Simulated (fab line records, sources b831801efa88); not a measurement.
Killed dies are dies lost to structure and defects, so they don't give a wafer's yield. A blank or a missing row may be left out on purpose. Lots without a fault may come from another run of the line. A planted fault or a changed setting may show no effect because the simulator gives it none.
One fault seen from 2 desks | flow sky130 | each desk has only its own numbers; what lay behind them comes last

THE TOOL OWNER'S DESK: litho_track-02
The tool's own readings at SKY_PWDE_COAT_02 (resist thk 3000 nm): means of the sampled wafers that have a number, for each lot that ran on this tool. A lot is out of limits, marked OUT, if its mean lies more than 4 standard deviations from the usual mean; the brackets give that distance.
Columns: A = chill_plate_temp_C at SKY_PWDE_COAT_02, usual 23.01 C; B = dispense_pressure_kPa at SKY_PWDE_COAT_02, usual 52 kPa
lot  | first seen here | A     | B
L368 | day 4 17:20     | 23.07 | 50
L370 | day 5 04:56     | 23.03 | 50
L371 | day 5 07:50     | 22.95 | 50
L374 | day 5 13:56     | 23.05 | 50
L377 | day 6 09:22     | 23.00 | 50
L387 | day 8 16:26     | 22.93 | 50
L388 | day 8 22:36     | 22.97 | 50
This desk's finding: nothing out of limits on any of the 7 lots.

THE METROLOGY DESK
What the gauges read, lot by lot, whatever tool the lot ran on: means of the sampled wafers that have a number. A lot is out of limits, marked OUT, if its mean lies more than 4 standard deviations from the usual mean; the brackets give that distance.
Columns: A = SONOS_ONO_OXIDATION_THK at SKY_SONOS_ONO_THK_MEAS_01, usual 2.58 nm
lot  | first seen here | A
L365 | day 11 03:43    | 2.59
L368 | day 13 04:28    | 2.56
L370 | day 13 19:59    | 2.69
L371 | day 14 00:59    | 2.63
L373 | day 14 07:29    | 2.59
L374 | day 14 08:49    | 2.56
L377 | day 15 15:44    | 2.51
L382 | day 16 23:02    | 2.52
L383 | day 18 04:35    | 2.65
L387 | day 18 18:40    | 2.51
L388 | day 19 05:35    | 2.57
This desk's finding: nothing out of limits on any of the 11 lots.

PUT TOGETHER
The tool owner's desk saw nothing out of limits.
The metrology desk saw nothing out of limits.

WHAT THE SIMULATOR HAD PUT IN
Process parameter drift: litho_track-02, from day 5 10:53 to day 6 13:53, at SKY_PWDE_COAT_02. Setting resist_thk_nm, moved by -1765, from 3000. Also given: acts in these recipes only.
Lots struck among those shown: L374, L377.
